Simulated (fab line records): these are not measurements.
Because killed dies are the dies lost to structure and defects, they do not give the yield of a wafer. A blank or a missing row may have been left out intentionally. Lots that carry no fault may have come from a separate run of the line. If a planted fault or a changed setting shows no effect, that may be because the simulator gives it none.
Chamber matching -- flow sky130 -- rieSi-02 running SKY_POLY_GATE_ETCH_17: 4 sister chambers
The step etches poly-Si in HBr/Cl2, stops on SiO2, target depth 180 nm, time 70.5 s. 7 wafers are shown with their chamber, then 7 later ones without.

== WAFERS PAIRED WITH THEIR CHAMBERS ==
wafer,chamber,oesProductAu (a.u.),throttleValvePct (%)
L598.2,0,1.006,33.686
L598.3,2,1.005,33.677
L602.1,0,0.975,33.677
L607.3,3,0.999,33.679
L607.5,1,0.995,33.692
L609.1,1,0.978,33.680
L609.4,3,0.984,33.678

== WAFERS WITHOUT THEIR CHAMBER ==
wafer,oesProductAu (a.u.),throttleValvePct (%)
L609.6,0.985,33.679
L611.1,0.987,33.689
L611.3,0.991,33.668
L611.4,0.990,33.683
L621.1,0.986,33.692
L621.3,0.994,33.678
L621.6,0.980,33.689

== WHICH CHAMBER EACH ONE RAN IN ==
wafer,from the rows above,in truth
L609.6,can't be placed: 3 or 0 or 1 or 2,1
L611.1,can't be placed: 1 or 0 or 3 or 2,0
L611.3,can't be placed: 3 or 2 or 0 or 1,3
L611.4,can't be placed: 0 or 1 or 3 or 2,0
L621.1,can't be placed: 1 or 0 or 3 or 2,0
L621.3,can't be placed: 3 or 0 or 2 or 1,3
L621.6,can't be placed: 1 or 0 or 3 or 2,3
Correct placement for 0 of the 7. Not placeable from these rows: 7 (in 7, the candidates include the true chamber). Placed wrongly: 0.
How it was worked out, from the rows above alone: a wafer's distance from a chamber is the root of the sum, over the readings, of the square of ((its reading less the chamber's mean) divided by the reading's scatter). The wafer belongs to the nearest chamber; if the next one is less than 2 further off, it can't be placed. For every chamber, the mean is computed from those of its wafers that are shown. The scatter: the root of (the sum of the squares of (reading less its chamber's mean) over the shown wafers, divided by (wafers less chambers)).
